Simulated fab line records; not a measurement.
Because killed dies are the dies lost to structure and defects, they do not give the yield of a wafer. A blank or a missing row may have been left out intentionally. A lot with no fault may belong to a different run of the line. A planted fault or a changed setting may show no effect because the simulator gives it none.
fab line records | flow gf180mcu
record lots=14 | wafers=39 | last_day=34
route steps=602 shown MVSD@77 HV_LDD@223 SAB@277 CONTACT@298
lots that met no fault: from a run of the same line without faults
start_h: start of the lot's first displayed wafer, in hours after the record's first day | wait_h: hours elapsed since this lot's preceding step | " unchanged from the row above | L1.1+2: a single row standing in for several wafers | - no value present, or no start provided | * or withheld: withheld | < > ~ a bound
route shown NAME@n: a module of which the file shows steps, and the number in the route of the first | usual: average and standard deviation across the fault-free wafers | same: alike in all rows | chamber/n: place in a boat | sites: the reading at each site | _std_site: how widely they spread, as a standard deviation | _edge_site: mean of outer sites minus mean of inner sites | radius_mm: how far each site lies from the wafer's centre | mask NAME#n: copy n | behind: tool/chamber where the wafer was last shaped | hold: why the lot went on hold/how many hours it stayed there/how the hold came to an end | device: transistor that didn't switch, given as n, p or np | end of line: the route-end tests of the same wafers | for a step that has no rows: nothing shown but its recipe | killed: the dies lost at the first sort to structure and to defects; this is not the yield of the wafer | map: dies across one wafer; x = killed, . = not, _ = none there
set.NAME: setting as actually run; set.NAME@STEP: the setting as run at that earlier step | model.NAME: the simulator's own value behind a step, which no gauge read
the route's steps for a sample of lots (tables are steps, rows are wafers)
services: when a tool's chamber went out of use (start_h, in hours from the record's first day, below 0 if earlier), for how many hours, and the reason
## steps
# step GF_MVSD_TW_MEAS_11
# usual MVSD_TW=1608/13
lot.wafer | tool          | chamber | start_h | wait_h | MVSD_TW
L225.2    | film_metro-02 | -       | 84.49   | 0.1    | 1610
L225.3    | "             | -       | "       | "      | 1607
L225.6    | "             | -       | "       | "      | 1609
L226.1    | film_metro-03 | -       | 89.48   | 0.1    | 1585
L226.2    | "             | -       | "       | "      | 1586
L226.3    | "             | -       | "       | "      | 1588
L228.2    | film_metro-01 | -       | 104.28  | 0.1    | 1621
L228.4    | "             | -       | "       | "      | 1617
L228.5    | "             | -       | "       | "      | 1612
L231.4    | film_metro-03 | -       | 117.60  | 0.1    | 1592
L231.5    | "             | -       | "       | "      | 1580
L231.6    | "             | -       | "       | "      | 1593
L232.2    | film_metro-01 | -       | 124.64  | 0.1    | 1618
L232.3    | "             | -       | "       | "      | 1611
L232.4    | "             | -       | "       | "      | 1617
L233.2    | film_metro-02 | -       | 130.74  | 0.1    | 1632
L233.3    | "             | -       | "       | "      | 1619
L233.5    | "             | -       | "       | "      | 1623
L234.1    | film_metro-02 | -       | 137.23  | 0.1    | 1620
L234.4    | "             | -       | "       | "      | 1620
L234.5    | "             | -       | "       | "      | 1625
L235.1    | film_metro-03 | -       | 145.28  | 0.1    | 1597
L235.2    | "             | -       | "       | "      | 1598
L235.6    | "             | -       | "       | "      | 1598
L236.4    | film_metro-01 | -       | 149.71  | 0.1    | 1626
L236.5    | "             | -       | "       | "      | 1621
L236.6    | "             | -       | "       | "      | 1625
L237.2    | film_metro-02 | -       | 155.14  | 0.1    | 1593
L237.5    | "             | -       | "       | "      | 1611
L238.2    | film_metro-02 | -       | 161.48  | 0.1    | 1607
L238.5    | "             | -       | "       | "      | 1597
L239.2    | film_metro-02 | -       | 166.14  | 0.1    | 1601
L239.4    | "             | -       | "       | "      | 1605
L246.3    | film_metro-01 | -       | 207.20  | 0.1    | 1622
L246.5    | "             | -       | "       | "      | 1626
L246.6    | "             | -       | "       | "      | 1617
L247.1    | film_metro-02 | -       | 214.28  | 0.1    | 1608
L247.5    | "             | -       | "       | "      | 1611
L247.6    | "             | -       | "       | "      | 1614
# step GF_HV_LDD_OVL_MEAS_47
# usual HV_LDD_03_OVL=-0.6/1.4
lot.wafer | tool       | chamber | start_h | wait_h | HV_LDD_03_OVL[nm]
L225.2    | overlay-02 | -       | 283.01  | 0.1    | 1.5
L225.3    | "          | -       | "       | "      | -0.4
L225.6    | "          | -       | "       | "      | -0.4
L226.1    | overlay-02 | -       | 288.06  | 0.1    | 2.0
L226.2    | "          | -       | "       | "      | 1.6
L226.3    | "          | -       | "       | "      | 1.4
L228.2    | overlay-01 | -       | 310.32  | 0.1    | -0.9
L228.4    | "          | -       | "       | "      | -0.5
L228.5    | "          | -       | "       | "      | -0.6
L231.4    | overlay-02 | -       | 327.63  | 0.1    | -1.6
L231.5    | "          | -       | "       | "      | -1.3
L231.6    | "          | -       | "       | "      | -2.0
L232.2    | overlay-02 | -       | 338.97  | 0.1    | 0.2
L232.3    | "          | -       | "       | "      | -0.2
L232.4    | "          | -       | "       | "      | 0.6
L233.2    | overlay-01 | -       | 347.86  | 0.1    | -0.2
L233.3    | "          | -       | "       | "      | -0.9
L233.5    | "          | -       | "       | "      | -1.4
L234.1    | overlay-01 | -       | 355.76  | 0.1    | -1.4
L234.4    | "          | -       | "       | "      | -2.2
L234.5    | "          | -       | "       | "      | -1.5
L235.1    | overlay-02 | -       | 367.35  | 0.1    | 0.3
L235.2    | "          | -       | "       | "      | 1.3
L235.6    | "          | -       | "       | "      | 0.4
L236.4    | overlay-02 | -       | 373.28  | 0.1    | 2.2
L236.5    | "          | -       | "       | "      | 0.2
L236.6    | "          | -       | "       | "      | 0.8
L237.2    | overlay-01 | -       | 381.22  | 0.1    | -1.9
L237.5    | "          | -       | "       | "      | -0.8
L238.2    | overlay-02 | -       | 386.07  | 0.1    | -2.5
L238.5    | "          | -       | "       | "      | -2.1
L239.2    | overlay-02 | -       | 395.21  | 0.1    | 0.0
L239.4    | "          | -       | "       | "      | -0.2
L246.3    | overlay-02 | -       | 454.77  | 0.1    | -0.4
L246.5    | "          | -       | "       | "      | -2.1
L246.6    | "          | -       | "       | "      | -1.5
L247.1    | overlay-02 | -       | 460.61  | 0.1    | -1.0
L247.5    | "          | -       | "       | "      | 0.2
L247.6    | "          | -       | "       | "      | -0.2
# step GF_SAB_STRIP_13
# recipe chemistry=O2/N2 | power_w=1400 | pressure_mtorr=1500 | platen_temp_c=250 | o2_flow_sccm=3000 | n2_flow_sccm=300 | overash_fraction=0.5
# usual drypump_motor_current_A=5.7/0.49 | heater_power_w=339/59 | oes_product_au=0.709/0.0044 | strip_time_to_endpoint_s=12.60/0.032
lot.wafer | tool            | chamber | start_h | wait_h | drypump_motor_current_A | heater_power_w | oes_product_au | rf_hours_counter_h | strip_time_to_endpoint_s
L225.2    | plasma_asher-04 | 1       | 352.04  | 0.0    | 6.1                     | 269            | 0.699          | 58                 | 12.55
L225.3    | "               | 1       | "       | "      | 6.1                     | 273            | 0.715          | -                  | 12.54
L225.6    | "               | 1       | "       | "      | 6.1                     | 272            | 0.709          | -                  | 12.57
L226.1    | plasma_asher-02 | 1       | 357.00  | 0.0    | 6.6                     | 392            | 0.696          | 76                 | 12.50
L226.2    | "               | 0       | "       | "      | 6.0                     | 342            | 0.711          | 76                 | 12.56
L226.3    | "               | 0       | "       | "      | 6.0                     | 351            | 0.710          | -                  | 12.57
L228.2    | plasma_asher-04 | 0       | 381.78  | 0.0    | 5.6                     | 345            | 0.711          | 61                 | 12.61
L228.4    | "               | 1       | "       | "      | 6.1                     | 266            | 0.710          | -                  | 12.66
L228.5    | "               | 1       | "       | "      | 6.1                     | 276            | 0.705          | -                  | 12.61
L231.4    | plasma_asher-04 | 0       | 401.97  | 0.0    | 5.6                     | 345            | 0.705          | -                  | 12.60
L231.5    | "               | 0       | "       | "      | 5.6                     | 340            | 0.703          | -                  | 12.60
L231.6    | "               | 1       | "       | "      | 6.1                     | 272            | 0.713          | -                  | 12.58
L232.2    | plasma_asher-01 | 1       | 412.51  | 0.0    | 5.8                     | 425            | 0.705          | 28                 | 12.61
L232.3    | "               | 1       | "       | "      | 5.8                     | 440            | 0.713          | -                  | 12.57
L232.4    | "               | 0       | "       | "      | 4.9                     | 284            | 0.709          | -                  | 12.61
L233.2    | plasma_asher-01 | 0       | 421.86  | 0.0    | 4.9                     | 299            | 0.704          | 29                 | 12.59
L233.3    | "               | 1       | "       | "      | 5.8                     | 428            | 0.704          | -                  | 12.61
L233.5    | "               | 1       | "       | "      | 5.8                     | 425            | 0.707          | -                  | 12.58
L234.1    | plasma_asher-04 | 1       | 429.95  | 0.0    | 6.1                     | 276            | 0.708          | 67                 | 12.62
L234.4    | "               | 1       | "       | "      | 6.1                     | 265            | 0.715          | -                  | 12.61
L234.5    | "               | 0       | "       | "      | 5.5                     | 350            | 0.712          | -                  | 12.62
L235.1    | plasma_asher-01 | 1       | 442.61  | 0.0    | 5.8                     | 426            | 0.707          | 31                 | 12.62
L235.2    | "               | 0       | "       | "      | 4.9                     | 289            | 0.719          | 31                 | 12.59
L235.6    | "               | 1       | "       | "      | 5.8                     | 418            | 0.706          | -                  | 12.65
L236.4    | plasma_asher-01 | 0       | 448.74  | 0.0    | 4.9                     | 293            | 0.708          | -                  | 12.62
L236.5    | "               | 0       | "       | "      | 4.9                     | 295            | 0.707          | -                  | 12.59
L236.6    | "               | 1       | "       | "      | 5.8                     | 410            | 0.713          | -                  | 12.59
L237.2    | plasma_asher-01 | 0       | 457.10  | 0.0    | 5.0                     | 288            | 0.707          | 33                 | 12.64
L237.5    | "               | 0       | "       | "      | 4.9                     | 289            | 0.708          | -                  | 12.65
L238.2    | plasma_asher-01 | 1       | 462.12  | 0.0    | 5.8                     | 420            | 0.709          | 33                 | 12.54
L238.5    | "               | 1       | "       | "      | 5.8                     | 419            | 0.703          | -                  | 12.57
L239.2    | plasma_asher-04 | 0       | 474.09  | 0.0    | 5.6                     | 339            | 0.706          | 72                 | 12.58
L239.4    | "               | 0       | "       | "      | 5.6                     | 333            | 0.709          | -                  | 12.54
L246.3    | plasma_asher-01 | 0       | 531.49  | 0.0    | 4.9                     | 292            | 0.707          | -                  | 12.60
L246.5    | "               | 0       | "       | "      | 4.9                     | 291            | 0.708          | -                  | 12.62
L246.6    | "               | 1       | "       | "      | 5.8                     | 420            | 0.706          | -                  | 12.59
L247.1    | plasma_asher-04 | 0       | 536.62  | 0.0    | 5.5                     | 339            | 0.711          | 78                 | 12.57
L247.5    | "               | 0       | "       | "      | 5.5                     | 340            | 0.711          | -                  | 12.62
L247.6    | "               | 1       | "       | "      | 6.1                     | 272            | 0.709          | -                  | 12.60
# step GF_CONTACT_EXPOSE_11
# recipe mask_id=Contact | target_cd_nm=220 | na=0.68 | source_shape=conventional | sigma_outer=0.6 | dose_mj=38
lot.wafer  | tool           | chamber | start_h | wait_h | mask
L225.2+3+6 | krf_scanner-01 | 0       | 364.54  | -      | Contact#0
L226.1+2+3 | krf_scanner-01 | 0       | 369.64  | -      | Contact#0
L228.2+4+5 | krf_scanner-02 | 0       | 394.81  | -      | Contact#0
L231.4+5+6 | krf_scanner-01 | 0       | 415.21  | -      | Contact#0
L232.2+3+4 | krf_scanner-01 | 0       | 426.66  | -      | Contact#0
L233.2+3+5 | krf_scanner-01 | 0       | 435.51  | -      | Contact#0
L234.1+4+5 | krf_scanner-01 | 0       | 443.69  | -      | Contact#0
L235.1+2+6 | krf_scanner-02 | 0       | 456.60  | -      | Contact#0
L236.4+5+6 | krf_scanner-02 | 0       | 461.60  | -      | Contact#0
L237.2+5   | krf_scanner-02 | 0       | 470.31  | -      | Contact#0
L238.2+5   | krf_scanner-02 | 0       | 476.01  | -      | Contact#0
L239.2+4   | krf_scanner-02 | 0       | 487.26  | -      | Contact#0
L246.3+5+6 | krf_scanner-02 | 0       | 544.02  | -      | Contact#0
L247.1+5+6 | krf_scanner-02 | 0       | 549.68  | -      | Contact#0
# step GF_CONTACT_CD_MEAS_14
# recipe target_cd_nm=220
# usual cd_nm=219.9/1.2
lot.wafer | tool      | chamber | start_h | wait_h | cd_nm
L225.2    | cd_sem-01 | -       | 376.16  | 0.1    | 222.1
L225.3    | "         | -       | "       | "      | 221.7
L225.6    | "         | -       | "       | "      | 219.9
L226.1    | cd_sem-02 | -       | 380.89  | 0.1    | 220.8
L226.2    | "         | -       | "       | "      | 220.6
L226.3    | "         | -       | "       | "      | 218.6
L228.2    | cd_sem-01 | -       | 406.50  | 0.1    | 221.3
L228.4    | "         | -       | "       | "      | 220.9
L228.5    | "         | -       | "       | "      | 221.5
L231.4    | cd_sem-02 | -       | 427.65  | 0.1    | 219.6
L231.5    | "         | -       | "       | "      | 217.8
L231.6    | "         | -       | "       | "      | 219.4
L232.2    | cd_sem-01 | -       | 438.51  | 0.1    | 220.4
L232.3    | "         | -       | "       | "      | 220.5
L232.4    | "         | -       | "       | "      | 218.0
L233.2    | cd_sem-02 | -       | 447.61  | 0.1    | 221.7
L233.3    | "         | -       | "       | "      | 220.7
L233.5    | "         | -       | "       | "      | 219.0
L234.1    | cd_sem-02 | -       | 455.43  | 0.1    | 220.7
L234.4    | "         | -       | "       | "      | 218.8
L234.5    | "         | -       | "       | "      | 218.9
L235.1    | cd_sem-02 | -       | 467.31  | 0.2    | 222.1
L235.2    | "         | -       | "       | "      | 221.3
L235.6    | "         | -       | "       | "      | 222.6
L236.4    | cd_sem-02 | -       | 474.00  | 0.1    | 219.7
L236.5    | "         | -       | "       | "      | 218.2
L236.6    | "         | -       | "       | "      | 218.3
L237.2    | cd_sem-01 | -       | 482.90  | 0.1    | 214.9
L237.5    | "         | -       | "       | "      | 212.4
L238.2    | cd_sem-01 | -       | 487.96  | 0.1    | 212.1
L238.5    | "         | -       | "       | "      | 211.6
L239.2    | cd_sem-01 | -       | 499.06  | 0.1    | 212.9
L239.4    | "         | -       | "       | "      | 219.6
L246.3    | cd_sem-01 | -       | 555.93  | 0.1    | 222.1
L246.5    | "         | -       | "       | "      | 220.6
L246.6    | "         | -       | "       | "      | 221.4
L247.1    | cd_sem-02 | -       | 560.58  | 0.1    | 219.1
L247.5    | "         | -       | "       | "      | 219.9
L247.6    | "         | -       | "       | "      | 219.4
## services
tool            | chamber | start_h | hours | kind
krf_scanner-02  | -       | 344.11  | 1.3   | pm
krf_scanner-02  | -       | 346.30  | 0.6   | repair
krf_scanner-01  | -       | 349.69  | 0.8   | pm
plasma_asher-01 | -       | 354.38  | 2.8   | pm
krf_scanner-02  | -       | 356.07  | 0.8   | pm
plasma_asher-01 | -       | 369.13  | 6.1   | repair
plasma_asher-01 | -       | 374.88  | 0.7   | repair
krf_scanner-01  | -       | 387.44  | 4.4   | pm
plasma_asher-04 | -       | 411.49  | 2.0   | repair
plasma_asher-02 | -       | 419.24  | 14.8  | repair
krf_scanner-02  | -       | 424.44  | 9.8   | repair
plasma_asher-01 | -       | 430.14  | 5.6   | repair
krf_scanner-01  | -       | 447.07  | 0.5   | repair
plasma_asher-01 | -       | 468.72  | 3.4   | repair
krf_scanner-01  | -       | 471.83  | 1.3   | pm
krf_scanner-02  | -       | 477.38  | 1.0   | pm
krf_scanner-01  | -       | 487.86  | 1.0   | pm
krf_scanner-02  | -       | 490.99  | 0.8   | pm
krf_scanner-02  | -       | 510.12  | 1.7   | repair
krf_scanner-01  | -       | 518.49  | 0.8   | pm
krf_scanner-02  | -       | 520.01  | 1.3   | pm
krf_scanner-02  | -       | 524.87  | 0.8   | pm
krf_scanner-02  | -       | 525.81  | 4.0   | pm
## key
first_sign step=GF_CONTACT_CD_MEAS_14 | reading=cd_nm | direction=down | sigmas=5.9 | usual=219.9 | struck=212.8
effect none on later readings
met_at GF_CONTACT_EXPOSE_11
struck_lots L237,L238,L239
struck_wafers L237.2,L237.5,L238.2,L238.5,L239.2
tester_left_out L237,L238,L239
not_acting_at GF_MVSD_TW_MEAS_11,GF_HV_LDD_OVL_MEAS_47,GF_SAB_STRIP_13
onset_between 461.60 470.31
fault kind=process_parameter_drift | tool=krf_scanner-02 | chamber=- | onset_h=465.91 | steps=GF_CONTACT_EXPOSE_11 | channel=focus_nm | offset=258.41 | shape=step | end_h=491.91 | scope=struck_wafers_only
# tester_left_out: of these lots the tester's yield and bins aren't shown, on N5 and GAA mostly nor the transistor test; their killed dies are dies lost to structure and defects alone, not to doping, threshold or leakage, so they don't give the yield
